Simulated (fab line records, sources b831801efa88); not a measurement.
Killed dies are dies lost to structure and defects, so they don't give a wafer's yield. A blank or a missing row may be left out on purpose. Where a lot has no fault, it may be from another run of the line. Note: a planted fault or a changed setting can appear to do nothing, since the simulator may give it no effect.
The tool behind it: which one? | flow gf180mcu | Sampling: 13 lots, 39 wafers, 4 of 602 route steps

## WHAT EACH GAUGE READ, for each wafer
GF_SAB_THK_MEAS_01. Usual: for SAB_CVD_00_THK the level is 49.9 nm and the standard deviation is 0.67.
lot  | measured     | on            | SAB_CVD_00_THK (nm) | flag
L986 | day 15 07:55 | film-metro-03 | 49.6 50.2 50.8      |
L987 | day 15 19:55 | film-metro-04 | 49.4 49.0 50.2      |
L988 | day 15 22:57 | film-metro-02 | 49.8 49.1 49.9      |
L990 | day 16 23:38 | film-metro-02 | 49.4 49.8 50.6      |
L992 | day 17 21:00 | film-metro-03 | 49.2 50.2 50.6      |
L993 | day 18 03:43 | film-metro-04 | 49.4 50.4 50.7      |
L996 | day 19 13:11 | film-metro-03 | 50.2 49.9 50.6      |
L997 | day 20 02:17 | film-metro-04 | 50.6 50.5 51.3      |
L998 | day 20 01:07 | film-metro-02 | 49.3 49.7 49.7      |
L999 | day 20 06:30 | film-metro-02 | 49.2 49.4 49.7      |
L101 | day 20 23:53 | film-metro-02 | 49.2 49.9 50.0      |
L103 | day 21 15:48 | film-metro-02 | 49.0 50.3 50.9      |
L104 | day 21 22:38 | film-metro-04 | 48.8 49.6 50.2      |

GF_CONTACT_THK_MEAS_01. Usual: for CONTACT_CVD_00_THK the level is 302.0 nm and the standard deviation is 2.6.
lot  | measured     | on            | CONTACT_CVD_00_THK (nm) | flag
L986 | day 16 06:59 | film-metro-01 | 297.8 297.1 300.4       |
L987 | day 16 19:40 | film-metro-03 | 295.1 300.6 299.3       |
L988 | day 16 22:19 | film-metro-01 | 300.8 300.2 300.2       |
L990 | day 18 00:31 | film-metro-01 | 301.2 301.6 302.2       |
L992 | day 18 21:57 | film-metro-03 | 302.2 302.4 303.8       |
L993 | day 19 04:41 | film-metro-02 | 305.6 304.0 303.4       |
L996 | day 20 15:10 | film-metro-02 | 309.6 302.8 304.1       |
L997 | day 21 03:50 | film-metro-01 | 302.7 301.1 298.7       |
L998 | day 21 02:49 | film-metro-03 | 303.2 304.3 303.0       |
L999 | day 21 07:14 | film-metro-01 | 304.4 305.6 301.3       |
L101 | day 22 00:35 | film-metro-01 | 297.4 302.2 299.9       |
L103 | day 22 16:18 | film-metro-01 | 305.8 304.4 303.0       |
L104 | day 22 23:08 | film-metro-02 | 306.0 304.7 308.2       |

## WHAT TOOL EACH LOT RAN ON (gives the tool, then ch and the chambers of the sampled wafers, and finally the start)
lot  | GF_DNWELL_COAT_02                | GF_DNWELL_STRIP_08
L986 | litho-track-03 ch 0, day 3 03:47 | plasma-asher-01 ch 0,1, day 3 11:04
L987 | litho-track-04 ch 0, day 3 08:16 | plasma-asher-03 ch 0,1, day 3 15:06
L988 | litho-track-04 ch 0, day 3 14:16 | plasma-asher-01 ch 0, day 3 21:19
L990 | litho-track-03 ch 0, day 4 02:20 | plasma-asher-01 ch 0,1, day 4 09:23
L992 | litho-track-04 ch 0, day 4 12:04 | plasma-asher-01 ch 0,1, day 4 19:32
L993 | litho-track-04 ch 0, day 4 17:09 | plasma-asher-01 ch 0,1, day 5 00:13
L996 | litho-track-04 ch 0, day 5 12:52 | plasma-asher-04 ch 0,1, day 5 20:35
L997 | litho-track-04 ch 0, day 5 17:55 | plasma-asher-04 ch 0,1, day 6 01:34
L998 | litho-track-04 ch 0, day 5 21:34 | plasma-asher-01 ch 0,1, day 6 04:49
L999 | litho-track-03 ch 0, day 6 03:31 | plasma-asher-01 ch 0,1, day 6 11:35
L101 | litho-track-02 ch 0, day 6 13:47 | plasma-asher-04 ch 0,1, day 6 21:13
L103 | litho-track-02 ch 0, day 7 01:47 | plasma-asher-01 ch 0,1, day 7 09:50
L104 | litho-track-03 ch 0, day 7 04:49 | plasma-asher-01 ch 0, day 7 13:10
- GF_DNWELL_COAT_02: resist thk 3000 nm.
- GF_DNWELL_STRIP_08: strips in O2/N2.

## AS READ BY THE TOOLS THEMSELVES (means over the sampled wafers that have a number; for cases with no such wafer, the mark the record gives instead)
GF_DNWELL_COAT_02. Usual: spin-speed-rpm at 2000.2 rpm, with a standard deviation of 1.4.
lot  | tool           | spin-speed-rpm (rpm) | flag
L986 | litho-track-03 | 1998.0               |
L987 | litho-track-04 | 1999.8               |
L988 | litho-track-04 | 2000.8               |
L990 | litho-track-03 | 1999.0               |
L992 | litho-track-04 | 2000.0               |
L993 | litho-track-04 | 1999.6               |
L996 | litho-track-04 | 1861.9               | OFF
L997 | litho-track-04 | 1860.8               | OFF
L998 | litho-track-04 | 1862.0               | OFF
L999 | litho-track-03 | 1999.1               |
L101 | litho-track-02 | 1999.7               |
L103 | litho-track-02 | 2001.2               |
L104 | litho-track-03 | 1997.9               |

GF_DNWELL_STRIP_08. Usual: drypump-motor-current-A 5.6 A, standard deviation 0.4; heater-power-w 321 W, standard deviation 36; oes-product-au 0.722 a.u., standard deviation 0.0046; strip-time-to-endpoint-s 37.00 s, standard deviation 0.099.
lot  | tool            | drypump-motor-current-A (A) | heater-power-w (W) | oes-product-au (a.u.) | strip-time-to-endpoint-s (s) | flag
L986 | plasma-asher-01 | 5.8                         | 310                | 0.726                 | 37.04                        |
L987 | plasma-asher-03 | 5.9                         | 337                | 0.722                 | 36.97                        |
L988 | plasma-asher-01 | 6.2                         | 304                | 0.723                 | 37.11                        |
L990 | plasma-asher-01 | 5.5                         | 322                | 0.727                 | 36.85                        |
L992 | plasma-asher-01 | 5.8                         | 319                | 0.719                 | 37.02                        |
L993 | plasma-asher-01 | 5.5                         | 332                | 0.720                 | 37.11                        |
L996 | plasma-asher-04 | 5.4                         | 290                | 0.722                 | 38.33                        | OFF
L997 | plasma-asher-04 | 5.6                         | 304                | 0.724                 | 38.28                        | OFF
L998 | plasma-asher-01 | 5.5                         | 329                | 0.721                 | 38.18                        | OFF
L999 | plasma-asher-01 | 5.8                         | 314                | 0.722                 | 36.96                        |
L101 | plasma-asher-04 | 5.4                         | 292                | 0.723                 | 37.04                        |
L103 | plasma-asher-01 | 5.5                         | 329                | 0.718                 | 36.96                        |
L104 | plasma-asher-01 | 6.2                         | 313                | 0.721                 | 36.85                        |

## THE ANSWER, worked out from the rows above alone
Rule: a lot counts as off when the mean over its wafers that have a number is more than 3 standard deviations away from the usual mean. A lot without any number at a reading at which 4 lots or more have one is off too. Any other lot the step has rows for is counted as sound. After the gauges, taken in route order, come the tools' own readings; for these a lot's mean is taken, as printed above. At the first step where some lot is off, the reading lying furthest off is the one used; lots without a number count as furthest.
Off, at GF_DNWELL_COAT_02 on spin-speed-rpm: L996, L997, L998.
If a tool, at that step or one of the process steps before it, ran each lot that is off and ran no sound lot following the first of them, it fits. One fits: GF_DNWELL_COAT_02 on litho-track-04. A fault onset in the window from L993 (day 4 17:09, its last sound lot) to L996 (day 5 12:52, its first lot off) fits.
The tool's own readings at GF_DNWELL_COAT_02 bear it out: on the lots that are off they differ by more than 5 times the standard deviation of the sound lots' means. spin-speed-rpm reads 1861.6 rpm there against 1999.5 rpm on the sound lots.

## WHAT THE SIMULATOR HAD INSERTED
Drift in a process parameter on litho-track-04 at GF_DNWELL_COAT_02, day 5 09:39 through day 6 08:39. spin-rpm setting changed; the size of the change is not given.
Struck lots among those shown: L996, L998, L997. This agrees with what the rule above found.
